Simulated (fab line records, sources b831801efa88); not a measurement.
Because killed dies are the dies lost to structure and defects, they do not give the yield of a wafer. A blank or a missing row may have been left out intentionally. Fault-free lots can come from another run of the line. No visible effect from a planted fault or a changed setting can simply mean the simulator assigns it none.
Struck lot and sound lot, side by side -- flow gf180mcu -- 26 steps out of a route of 602
Sound: these wafers, L707.2, L707.4, L707.6. The struck wafers were L712.2, L712.4, L712.6. The cause is named last.
Each step with rows lists, per side, the tool, then ch with its chambers, then its first start. Under that, the readings that differ: sound wafers -- struck wafers -- difference of the means -- sigmas: that difference in standard deviations of wafers without a fault.
alike: a reading whose means differ by less than 2 such deviations, as well as words and numbers matching on both sides. not compared: withheld readings; readings where some wafer has no value; bounds like >300 that might hide an equal value; numbers whose values overlap and for which the record gives no deviation.
A row with sigmas, a row that says differs or no value, or rows on one side alone: a step with any of these is where the two part. Numbers that don't overlap but have no deviation are shown without sigmas and don't part them. A reading missing from all wafers of one side parts the sides only when that side holds two or more wafers.

first, 5 steps without rows for these wafers: GF_HV_LDD_COAT_14 (resist thk 1000 nm); GF_HV_LDD_SOFTBAKE_15 (time 60 s); GF_HV_LDD_EXPOSE_16 (exposes mask Pplus LV AREA, target cd 400 nm); GF_HV_LDD_PEB_17; GF_HV_LDD_DEVELOP_18 (develop time 60 s).
GF_HV_LDD_CD_MEAS_19: the cd target is 400 nm.
  sound on cdSem-01, day 12 20:58; struck on cdSem-01, day 14 13:55
  alike: cdNm
GF_HV_LDD_OVL_MEAS_20:
  sound on overlay-01, day 12 21:04; struck on overlay-02, day 14 14:01
  alike: HV_LDD_01_OVL
after that, 1 step had no rows for these wafers: GF_HV_LDD_IMPLANT_21.
GF_HV_LDD_STRIP_22: strips in O2/N2.
  sound on plasmaAsher-03 ch 0,1, day 12 21:15; struck on plasmaAsher-03 ch 0, day 14 14:12
  alike: drypumpMotorCurrentA, heaterPowerW, oesProductAu, stripTimeToEndpointS
  not compared: rfHoursCounterH
GF_HV_LDD_TW_MEAS_23:
  sound on filmMetro-01, day 12 21:22; struck on filmMetro-04, day 14 14:19
reading,sound,struck,difference,sigmas
HV_LDD_2_TW,1046 1050 1043,1071 1064 1066,+21,+3
then, 2 steps without rows for these wafers: GF_HV_LDD_DEHYDRATE_24 (time 60 s); GF_HV_LDD_HMDS_25 (prime time 60 s).
GF_HV_LDD_COAT_26: resist thk 1000 nm.
  sound on lithoTrack-04 ch 0, day 13 07:04; struck on lithoTrack-04 ch 0, day 15 00:58
reading,sound,struck,difference,sigmas
model.NOVOLAK_of_HV_LDD_COAT_26.thkNm (nm),1000 999 1000,937.8 936 937.9,-62.4,
  alike: spinSpeedRpm
then, 3 steps without rows for these wafers: GF_HV_LDD_SOFTBAKE_27 (time 60 s); GF_HV_LDD_EXPOSE_28 (exposes mask Nplus HV AREA, target cd 400 nm); GF_HV_LDD_PEB_29.
GF_HV_LDD_DEVELOP_30: develop time 60 s.
  sound on lithoTrack-03 ch 0, day 13 16:37; struck on lithoTrack-01 ch 0, day 15 11:37
reading,sound,struck,difference,sigmas
model.NOVOLAK_of_HV_LDD_COAT_26.thkNm (nm),999.8 998.6 1000,937.4 935.6 937.5,-62.6,
GF_HV_LDD_CD_MEAS_31: the cd target is 400 nm.
  sound on cdSem-02, day 13 16:45; struck on cdSem-02, day 15 11:46
reading,sound,struck,difference,sigmas
cdNm (nm),399.7 398.4 401.5,407.2 410.2 408.7,+8.8,+5
GF_HV_LDD_OVL_MEAS_32:
  sound on overlay-02, day 13 16:52; struck on overlay-02, day 15 11:52
reading,sound,struck,difference,sigmas
HV_LDD_02_OVL (nm),2.0 1.6 0.5,-1.2 -0.9 -2.0,-2.7,-2
then, 4 steps without rows for these wafers: GF_HV_LDD_IMPLANT_33; GF_HV_LDD_IMPLANT_34; GF_HV_LDD_IMPLANT_35; GF_HV_LDD_IMPLANT_36.
GF_HV_LDD_STRIP_37: strips in O2/N2.
  sound on plasmaAsher-03 ch 0,1, day 13 17:29; struck on plasmaAsher-03 ch 1, day 15 12:30
reading,sound,struck,difference,sigmas
stripTimeToEndpointS (s),12.62 12.61 12.64,11.92 11.90 11.91,-0.71,-19
  alike: drypumpMotorCurrentA, heaterPowerW, oesProductAu
  not compared: rfHoursCounterH
GF_HV_LDD_TW_MEAS_38:
  sound on filmMetro-04, day 13 17:36; struck on filmMetro-04, day 15 12:37
  alike: HV_LDD_3_TW
GF_PASSIVATION_PROBE_99:
  the record holds rows for the sound wafers here (prober-02, day 31 02:40) but none for the struck ones

== WHERE THEY PART ==
Earliest at GF_HV_LDD_TW_MEAS_23; latest, in this record, at GF_PASSIVATION_PROBE_99.

WHY: the cause the simulator had injected
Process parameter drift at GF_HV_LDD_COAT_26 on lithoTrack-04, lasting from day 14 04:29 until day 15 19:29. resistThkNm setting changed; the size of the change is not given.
